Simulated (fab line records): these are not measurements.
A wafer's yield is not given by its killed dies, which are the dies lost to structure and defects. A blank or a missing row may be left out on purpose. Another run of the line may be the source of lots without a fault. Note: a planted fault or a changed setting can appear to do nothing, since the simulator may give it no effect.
Struck lot and sound lot, side by side	flow sfq-line	19 steps out of a route of 325
Sound: the wafers L434.2, L434.4, L434.6. Wafers struck: L445.1, L445.4, L445.6. The cause is given at the end.
Each step with rows lists, per side, the tool, then ch with its chambers, then its first start. Under that, the readings that differ: sound wafers	struck wafers	difference of the means	sigmas: that difference in standard deviations of wafers without a fault.
alike: a reading whose means differ by less than 2 such deviations, as well as words and numbers matching on both sides. not compared: withheld readings; readings where some wafer has no value; bounds like >300 that might hide an equal value; numbers whose values overlap and for which the record gives no deviation.
The two part at a step that has a row with sigmas, a row that says differs or no value, or rows on one side only. Numbers that don't overlap but have no deviation are shown without sigmas and don't part them. A reading missing from all wafers of one side parts the sides only when that side holds two or more wafers.

first, 2 steps without rows for these wafers: SFQ_TRILAYER_I2_VIA_LITHO_PEB_070 (peb time 60 s); SFQ_TRILAYER_I2_VIA_LITHO_DEVELOP_069 (time 60 s).
SFQ_I2_OVL_MEAS_918:
  sound on overlay-02 at day 22 13:07; struck on overlay-02 at day 37 00:55
  alike: I2_OVL
SFQ_TRILAYER_I2_VIA_BARC_OPEN_VIA_ETCH_096: etches BARC in O2, target depth 125 nm, time 41.7 s.
  sound on rie-diel-02 ch 0,3, day 22 13:09; struck on rie-diel-03 ch 1,2, day 37 00:57
  alike: drypump-motor-current-A, oes-product-au
  not compared: rf-hours-counter-h
SFQ_TRILAYER_I2_VIA_ETCH_VIA_ETCH_070: etches SiO2 in CHF3, stops on Nb, target depth 260 nm.
  sound on rie-diel-02 ch 0,3, day 22 13:11; struck on rie-diel-03 ch 1,2, day 37 00:59
  alike: drypump-motor-current-A, oes-product-au
SFQ_TRILAYER_I2_VIA_STRIP_STRIP_071: strips in O2.
  sound on rie-metal-01 ch 0,1, day 22 13:18; struck on rie-metal-02 ch 0,1, day 37 01:06
  alike: drypump-motor-current-A, oes-product-au
  not compared: rf-hours-counter-h
then, 2 steps without rows for these wafers: SFQ_TRILAYER_I2_VIA_STRIP_SOLV_CLEAN_072 (cleans in NMP, time 600 s); SFQ_TRILAYER_M3_DEP_PRE_CLEAN_074 (time 22.5 s).
SFQ_TRILAYER_M3_DEP_SPUTTER_073: material Nb, target thk 200 nm, time 133.3 s.
  sound on pvd-sputter-03 at day 22 14:07; struck on pvd-sputter-05 at day 37 01:55
  alike: throttle-valve-pct
SFQ_M3_RS_MEAS_919: measures by four-point-probe.
  sound on film-metro-01 at day 22 14:14; struck on film-metro-01 at day 37 02:01
  alike: M3_NB_RS
then, 1 step without rows for these wafers: SFQ_TRILAYER_M3_LITHO_COAT_080 (resist thk 62 nm).
SFQ_TRILAYER_M3_LITHO_COAT_075: resist thk 600 nm.
  sound on litho-track-02 ch 0, day 22 14:44; struck on litho-track-02 ch 0, day 37 02:29
reading	sound	struck	difference	sigmas
spin-speed-rpm (rpm)	3005.4 2999.1 3000.8	2946.7 2941.1 2943.4	-58.0	-26
model.KrF_of_TRILAYER_M3_LITHO_COAT_075.thk-nm (nm)	602.2 600 600	607 606.7 606.8	+6	
  alike: chill-plate-temp-C
then, 4 steps without rows for these wafers: SFQ_TRILAYER_M3_LITHO_SOFTBAKE_079; SFQ_TRILAYER_M3_LITHO_EXPOSE_076 (exposes mask M3, target cd 500 nm); SFQ_TRILAYER_M3_LITHO_PEB_078 (peb time 60 s); SFQ_TRILAYER_M3_LITHO_DEVELOP_077 (time 60 s).
SFQ_M3_OVL_MEAS_921:
  sound on overlay-01 at day 28 21:12; struck on overlay-01 at day 37 04:33
  alike: M3_OVL
SFQ_TRILAYER_M3_BARC_OPEN_METAL_ETCH_100: etches BARC in O2, target depth 125 nm, time 41.7 s.
  sound on rie-metal-02 ch 0,1, day 28 21:14; struck on rie-metal-01 ch 0,1, day 37 04:35
reading	sound	struck	difference	sigmas
model.KrF_of_TRILAYER_M3_LITHO_COAT_075.thk-nm (nm)	525.4 523.3 521.8	531.4 528.6 530.7	+6.7	
  alike: drypump-motor-current-A, oes-product-au
  not compared: rf-hours-counter-h
SFQ_TRILAYER_M3_ETCH_METAL_ETCH_078: etches Nb in Cl2/Ar, stops on SiO2, target depth 240 nm, time 120 s.
  sound on rie-metal-02 ch 0,1, day 28 21:17; struck on rie-metal-01 ch 0,1, day 37 04:39
  alike: drypump-motor-current-A, oes-product-au
  not compared: rf-hours-counter-h

WHERE THEY PART
SFQ_TRILAYER_M3_LITHO_COAT_075 only, going by this record. Later steps at which nothing parts them and some readings are alike: SFQ_M3_OVL_MEAS_921, SFQ_TRILAYER_M3_BARC_OPEN_METAL_ETCH_100, SFQ_TRILAYER_M3_ETCH_METAL_ETCH_078.

WHY: what the simulator had put in
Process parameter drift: litho-track-02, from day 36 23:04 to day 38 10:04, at SFQ_TRILAYER_M3_LITHO_COAT_075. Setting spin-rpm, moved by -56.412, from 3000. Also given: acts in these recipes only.
